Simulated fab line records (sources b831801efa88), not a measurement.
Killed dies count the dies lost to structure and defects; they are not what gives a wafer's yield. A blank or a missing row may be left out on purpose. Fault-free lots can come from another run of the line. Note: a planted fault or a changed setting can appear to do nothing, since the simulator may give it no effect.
What tool caused it? ; flow gf180mcu ; Sampling: 14 lots, 42 wafers, 5 of 602 route steps

== WHAT THE GAUGES READ, wafer by wafer ==
GF_VT_IMPLANT_TW_MEAS_32.
lot;measured;on;VT_IMPLANT_3_TW
L672;day 7 18:40;film metro-04;268.6 270.9 269.8
L673;day 7 23:43;film metro-04;267.9 269.5 268.7
L674;day 8 05:27;film metro-03;270.0 269.8 268.9
L675;day 8 09:43;film metro-01;273.6 272.8 272.8
L677;day 9 03:43;film metro-03;267.8 267.4 267.4
L678;day 9 04:10;film metro-01;272.8 272.2 272.0
L679;day 9 11:13;film metro-01;273.5 274.1 273.3
L685;day 11 10:38;film metro-03;247.3 247.8 248.5
L686;day 11 15:49;film metro-04;243.6 243.2 243.7
L687;day 12 01:20;film metro-03;243.6 244.1 245.0
L688;day 12 04:25;film metro-01;272.1 271.4 272.4
L689;day 12 12:22;film metro-01;272.4 272.8 271.6
L690;day 12 17:07;film metro-04;269.1 268.1 268.6
L691;day 12 19:31;film metro-01;272.5 272.1 270.4

GF_HV_LDD_OVL_MEAS_08.
lot;measured;on;HV_LDD_OVL (nm)
L672;day 10 23:42;overlay-02;-0.6 -0.7 0.8
L673;day 11 06:09;overlay-02;0.3 0.5 -0.6
L674;day 11 14:05;overlay-02;-1.4 -1.1 0.8
L675;day 11 18:30;overlay-01;-0.8 -1.5 -0.9
L677;day 12 15:12;overlay-01;0.4 -2.2 -0.9
L678;day 12 15:29;overlay-01;-1.1 -1.5 -0.9
L679;day 12 22:26;overlay-01;0.4 0.0 -0.6
L685;day 15 02:29;overlay-02;0.3 -0.7 -0.1
L686;day 15 10:27;overlay-02;-1.7 -2.7 -1.0
L687;day 15 19:50;overlay-01;0.0 -1.0 -1.1
L688;day 15 23:12;overlay-01;-0.5 -0.1 -1.8
L689;day 16 06:29;overlay-01;-0.8 0.1 0.2
L690;day 16 12:32;overlay-02;-1.7 -0.6 0.0
L691;day 16 16:35;overlay-02;-2.2 -2.9 -1.9

GF_PSD_CD_MEAS_07 targets a cd of 400 nm.
lot;measured;on;cd nm (nm)
L672;day 15 08:43;cd sem-02;398.0 397.7 398.0
L673;day 15 16:08;cd sem-01;394.6 397.8 395.0
L674;day 16 01:28;cd sem-02;401.9 401.3 400.6
L675;day 16 06:02;cd sem-01;397.6 398.2 397.0
L677;day 17 05:58;cd sem-02;400.4 400.1 399.4
L678;day 17 06:34;cd sem-01;402.6 402.9 403.5
L679;day 17 15:40;cd sem-02;406.1 403.8 402.3
L685;day 20 02:47;cd sem-02;399.5 400.0 400.3
L686;day 20 12:12;cd sem-02;394.6 394.8 396.1
L687;day 20 22:51;cd sem-02;399.9 399.9 401.7
L688;day 21 01:08;cd sem-02;395.2 398.8 398.3
L689;day 21 09:16;cd sem-02;399.8 399.0 401.2
L690;day 21 15:59;cd sem-01;398.7 399.3 402.6
L691;day 21 21:17;cd sem-02;398.0 399.0 399.2

GF_SALICIDE_RS_MEAS_04: measures by four-point-probe.
lot;measured;on;SALICIDE_TIN_RS (ohm/sq)
L672;day 16 07:52;film metro-04;16.58 16.51 16.55
L673;day 16 15:18;film metro-04;16.70 16.63 15.85
L674;day 17 01:05;film metro-02;16.44 16.43 16.65
L675;day 17 06:13;film metro-02;16.26 16.01 16.47
L677;day 18 06:37;film metro-01;16.45 16.38 16.08
L678;day 18 07:22;film metro-01;16.05 15.89 16.16
L679;day 18 16:35;film metro-01;16.01 16.49 16.53
L685;day 21 03:52;film metro-04;15.97 15.78 15.79
L686;day 21 13:10;film metro-02;16.60 16.99 16.49
L687;day 21 23:50;film metro-04;16.71 16.15 16.56
L688;day 22 01:22;film metro-01;16.57 16.62 16.15
L689;day 22 10:19;film metro-02;16.64 16.43 16.84
L690;day 22 16:49;film metro-01;16.03 16.42 16.55
L691;day 22 21:29;film metro-04;16.13 16.20 16.34

== TOOL THAT RAN EACH LOT (tool first, then ch and the chambers of the sampled wafers, then the start) ==
lot;GF_VT_IMPLANT_IMPLANT_30
L672;implanter-04 ch 0, day 7 18:25
L673;implanter-01 ch 0, day 7 23:29
L674;implanter-01 ch 0, day 8 05:12
L675;implanter-02 ch 0, day 8 09:30
L677;implanter-04 ch 0, day 9 03:30
L678;implanter-02 ch 0, day 9 03:55
L679;implanter-02 ch 0, day 9 10:58
L685;implanter-04 ch 0, day 11 10:23
L686;implanter-04 ch 0, day 11 15:35
L687;implanter-04 ch 0, day 12 01:05
L688;implanter-01 ch 0, day 12 04:10
L689;implanter-02 ch 0, day 12 12:07
L690;implanter-01 ch 0, day 12 16:52
L691;implanter-01 ch 0, day 12 19:16
- GF_VT_IMPLANT_IMPLANT_30

== AS READ BY THE TOOLS THEMSELVES (means over the sampled wafers that have a number; for cases with no such wafer, the mark the record gives instead) ==
GF_VT_IMPLANT_IMPLANT_30.
lot;tool;beam energy keV;dose ions cm2;faraday current uA
L672;implanter-04;25.002;2.536e+12;14.45
L673;implanter-01;25.002;2.536e+12;14.52
L674;implanter-01;25.005;2.530e+12;14.06
L675;implanter-02;25.012;2.536e+12;14.06
L677;implanter-04;25.000;2.532e+12;14.13
L678;implanter-02;25.000;2.535e+12;14.38
L679;implanter-02;25.008;2.534e+12;14.16
L685;implanter-04;25.000;1.830e+12;10.34
L686;implanter-04;25.000;1.834e+12;10.35
L687;implanter-04;24.999;1.836e+12;10.33
L688;implanter-01;24.999;2.537e+12;14.63
L689;implanter-02;24.997;2.535e+12;14.22
L690;implanter-01;25.002;2.536e+12;14.07
L691;implanter-01;24.998;2.534e+12;14.10

== THE ANSWER, worked out from the rows above alone ==
Rule: the usual values come from the lots themselves. The widest of any qualifying gaps counts: lots, ordered by their means at a reading, are off when they make up no more than a third of the lots, leave a main group of 4 or more, and stand apart from it by 3 or more times the standard deviation of that group's means. A main group whose means are all the same, to the digits that the tables above print for the reading, isn't used. Also off: a lot with no number at a reading for which 4 or more lots have one. Where the step has rows for the other lots, those lots are counted as sound. Order of review: gauges by route order, followed by the tools' own readings, for which a lot's mean as printed above is used. The first step at which some lot is off is used, and at that step the reading that is off furthest; a lot without a number counts as furthest.
Off: L685, L686, L687, seen at GF_VT_IMPLANT_TW_MEAS_32 (VT_IMPLANT_3_TW). The main group has a mean of 270.8 with a standard deviation of 2.
If a tool, at a process step before that reading, ran all the lots that are off and no sound lot after the first of them, it fits. The gauges at GF_VT_IMPLANT_TW_MEAS_32 aren't tried: what is off there is off at GF_VT_IMPLANT_IMPLANT_30 too, on other tools, and a gauge's error can't cause that. One fits: GF_VT_IMPLANT_IMPLANT_30 on implanter-04. A fault onset in the window from L677 (day 9 03:30, its last sound lot) to L685 (day 11 10:23, its first lot off) fits.
The tool's own readings at GF_VT_IMPLANT_IMPLANT_30 bear it out: on the lots that are off they differ by more than 5 times the standard deviation of the sound lots' means. dose ions cm2 reads 1.833e+12 there against 2.535e+12 on the sound lots; faraday current uA reads 10.34 there against 14.25 on the sound lots.

== WHAT THE SIMULATOR HAD INSERTED ==
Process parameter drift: implanter-04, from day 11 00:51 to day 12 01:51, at GF_VT_IMPLANT_IMPLANT_30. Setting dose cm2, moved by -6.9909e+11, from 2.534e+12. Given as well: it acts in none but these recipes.
Lots struck among those shown: L685, L686, L687. The rule above reached the same finding.
